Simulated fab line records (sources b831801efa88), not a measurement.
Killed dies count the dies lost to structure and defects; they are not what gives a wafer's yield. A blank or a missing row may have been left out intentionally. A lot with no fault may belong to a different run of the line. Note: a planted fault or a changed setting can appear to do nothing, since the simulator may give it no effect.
A struck lot beside a sound one	flow sfq line	26 out of 325 route steps
Sound: these wafers, L448.2, L448.5, L448.6. The struck wafers were L449.2, L449.4, L449.5. The cause is given at the end.
Each step with rows lists, per side, the tool, then ch with its chambers, then its first start. Under that, the readings that differ: sound wafers	struck wafers	difference of the means	sigmas: that difference in standard deviations of wafers without a fault.
alike: words and numbers the same on both sides, and readings whose means are apart by under 2 such deviations; not compared: readings that were withheld, readings missing a value for some wafer, numbers with overlapping values and no deviation given by the record, and bounds like >300 which may hide the same value.
The two part at a step that has a row with sigmas, a row that says differs or no value, or rows on one side only. Non-overlapping numbers with no deviation appear without sigmas and do not part them. A reading missing from all wafers of one side parts the sides only when that side holds two or more wafers.

SFQ_L0_RS_MEAS_901: a four-point-probe measurement.
  sound on film metro-01, day 3 19:35; struck on film metro-02, day 4 00:35
reading	sound	struck	difference	sigmas
L0_MONX_KI_RS (ohm/sq)	43.6 44.3 44.5	43.3 42.9 42.6	-1.2	-3
SFQ_L0_THK_MEAS_902: measures by xrf.
  sound on film metro-01, day 3 19:41; struck on film metro-02, day 4 00:41
reading	sound	struck	difference	sigmas
L0_MONX_KI_THK (nm)	39.6 39.5 39.0	40.2 40.6 41.0	+1.2	+3
then, 6 steps without rows for these wafers: SFQ_TRILAYER_L0_LITHO_COAT_010 (resist thk 62 nm); SFQ_TRILAYER_L0_LITHO_COAT_005 (resist thk 600 nm); SFQ_TRILAYER_L0_LITHO_SOFTBAKE_009; SFQ_TRILAYER_L0_LITHO_EXPOSE_006 (exposes mask L0, target cd 2000 nm); SFQ_TRILAYER_L0_LITHO_PEB_008 (peb time 60 s); SFQ_TRILAYER_L0_LITHO_DEVELOP_007 (time 60 s).
SFQ_TRILAYER_L0_BARC_OPEN_METAL_ETCH_010: etches BARC in O2, target depth 125 nm, time 41.7 s.
  sound on rie metal-01 ch 0,1, day 5 02:49; struck on rie metal-04 ch 1, day 5 11:13
reading	sound	struck	difference	sigmas
drypump motor current A (A)	5.4 5.5 5.4	6.1 6.2 6.2	+0.7	+2
  alike: he backside leak sccm, oes product au
  not compared: rf hours counter h
SFQ_TRILAYER_L0_ETCH_METAL_ETCH_008: etches MoNx KI in SF6/O2, stops on SiO2, target depth 50 nm, time 25 s.
  sound on rie metal-01 ch 0,1, day 5 02:52; struck on rie metal-04 ch 1, day 5 11:16
  alike: drypump motor current A, he backside leak sccm, oes product au
  not compared: rf hours counter h
SFQ_TRILAYER_L0_STRIP_STRIP_009: strips in O2.
  sound on rie metal-01 ch 0,1, day 5 02:55; struck on rie metal-04 ch 1, day 5 11:19
reading	sound	struck	difference	sigmas
drypump motor current A (A)	5.4 5.5 5.4	6.2 6.2 6.2	+0.8	+2
  alike: he backside leak sccm, oes product au
  not compared: rf hours counter h
then, 1 step without rows for these wafers: SFQ_TRILAYER_L0_STRIP_SOLV_CLEAN_010 (cleans in NMP, time 600 s).
SFQ_TRILAYER_L0_CAP_PECVD_011: deposits SiO2 from SiH4/N2O, time 13.333 s, target thk 60 nm.
  sound on pecvd-02 ch 0,1, day 5 03:41; struck on pecvd-04 ch 0,1,2, day 5 12:05
reading	sound	struck	difference	sigmas
heater power w (W)	119 121 98	87 48 69	-45	-2
model.SiO2_of_TRILAYER_L0_CAP_PECVD_011.thk nm (nm)	59.95 60.86 60.57	53.98 54.82 54.99	-5.86	
  alike: showerhead vpp V, throttle valve pct
then, 6 steps without rows for these wafers: SFQ_TRILAYER_L0_VIA_LITHO_COAT_018 (resist thk 62 nm); SFQ_TRILAYER_L0_VIA_LITHO_COAT_013 (resist thk 650 nm); SFQ_TRILAYER_L0_VIA_LITHO_SOFTBAKE_017; SFQ_TRILAYER_L0_VIA_LITHO_EXPOSE_014 (exposes mask L0V, target cd 700 nm); SFQ_TRILAYER_L0_VIA_LITHO_PEB_016 (peb time 60 s); SFQ_TRILAYER_L0_VIA_LITHO_DEVELOP_015 (time 60 s).
SFQ_L0V_OVL_MEAS_903:
  sound on overlay-02, day 6 13:43; struck on overlay-02, day 6 23:19
  alike: L0V_OVL
then, 1 step without rows for these wafers: SFQ_TRILAYER_L0_VIA_BARC_OPEN_VIA_ETCH_021 (etches BARC in O2, target depth 125 nm, time 41.7 s).
SFQ_TRILAYER_L0_VIA_ETCH_VIA_ETCH_016: etches SiO2 in CHF3, stops on MoNx KI, target depth 80 nm.
  sound on rie diel-02 ch 0,1,3, day 6 13:47; struck on rie diel-02 ch 1,2, day 6 23:23
reading	sound	struck	difference	sigmas
oes product au (a.u.)	0.833 0.852 0.854	0.797 0.800 0.805	-0.046	-7
model.etch.depth nm (nm)	59.95 60.86 60.57	53.98 54.82 54.99	-5.86	
model.L0V.feature depth nm (nm)	59.95 60.86 60.57	53.98 54.82 54.99	-5.86	
  alike: drypump motor current A
SFQ_TRILAYER_L0_VIA_STRIP_STRIP_017: strips in O2.
  sound on rie metal-01 ch 0,1, day 6 13:50; struck on rie metal-01 ch 0,1, day 6 23:26
  alike: drypump motor current A, he backside leak sccm, oes product au
  not compared: rf hours counter h
then, 1 step without rows for these wafers: SFQ_TRILAYER_L0_VIA_STRIP_SOLV_CLEAN_018 (cleans in NMP, time 600 s).
SFQ_TRILAYER_M0_DEP_PRE_CLEAN_020: time 15 s.
  sound on pvd sputter-06, day 6 14:37; struck on pvd sputter-05, day 7 00:13
reading	sound	struck	difference	sigmas
model.SiO2_of_TRILAYER_L0_CAP_PECVD_011.thk nm (nm)	54.95 55.86 55.57	48.98 49.82 49.99	-5.86	
  alike: bias v
SFQ_TRILAYER_M0_DEP_SPUTTER_019: material Nb, target thk 200 nm, time 133.3 s.
  sound on pvd sputter-06, day 6 14:38; struck on pvd sputter-05, day 7 00:14
  alike: throttle valve pct

== WHERE THEY PART ==
Last at SFQ_TRILAYER_L0_VIA_ETCH_VIA_ETCH_016 as far as this record goes, first at SFQ_L0_RS_MEAS_901. Later steps at which nothing parts them and some readings are alike: SFQ_TRILAYER_L0_VIA_STRIP_STRIP_017, SFQ_TRILAYER_M0_DEP_PRE_CLEAN_020, SFQ_TRILAYER_M0_DEP_SPUTTER_019.

WHY: what the simulator had put in
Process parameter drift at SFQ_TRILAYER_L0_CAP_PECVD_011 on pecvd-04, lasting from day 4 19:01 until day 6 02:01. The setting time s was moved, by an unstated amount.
